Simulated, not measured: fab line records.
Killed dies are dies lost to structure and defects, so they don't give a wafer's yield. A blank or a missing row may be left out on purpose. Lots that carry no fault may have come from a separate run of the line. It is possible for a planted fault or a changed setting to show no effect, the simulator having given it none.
Chamber matching    flow sky130    SKY_CONTACT_ETCH_16 on rieDiel-03: 3 sister chambers
The step etches BARC in N2/H2, stops on SiO2, time 45.9 s, target depth 60 nm. 3 wafers are shown with their chamber, then 5 later ones without.

== EACH WAFER AND ITS CHAMBER ==
wafer   chamber  drypumpMotorCurrentA (A)
L089.2  0        5.6
L090.2  2        5.8
L090.4  1        5.2

== WAFERS WITH NO CHAMBER GIVEN ==
wafer   drypumpMotorCurrentA (A)
L096.1  5.7
L096.2  5.8
L096.5  5.2
L097.2  5.2
L097.4  5.6

== EACH ONE'S CHAMBER ==
wafer   from the rows above      in truth
L096.1  can't be placed: 2 or 0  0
L096.2  2                        2
L096.5  1                        1
L097.2  1                        1
L097.4  0                        0
Placed correctly: 4 of 5. These rows do not allow placing 1 (true chamber among the candidates in 1). Placed wrongly: 0.
How it was worked out, from the rows above alone: a wafer's distance from a chamber is the root of the sum, over the readings, of the square of ((its reading less the chamber's mean) divided by the reading's scatter). If the next closest chamber is less than 2 further off than the closest, the wafer can't be placed; otherwise it belongs to the closest. Each chamber's mean is taken over the wafers shown for it. The scatter (one wafer shown for each chamber): square how far every hidden wafer sits from the nearest shown wafer, average those squares and take the square root.
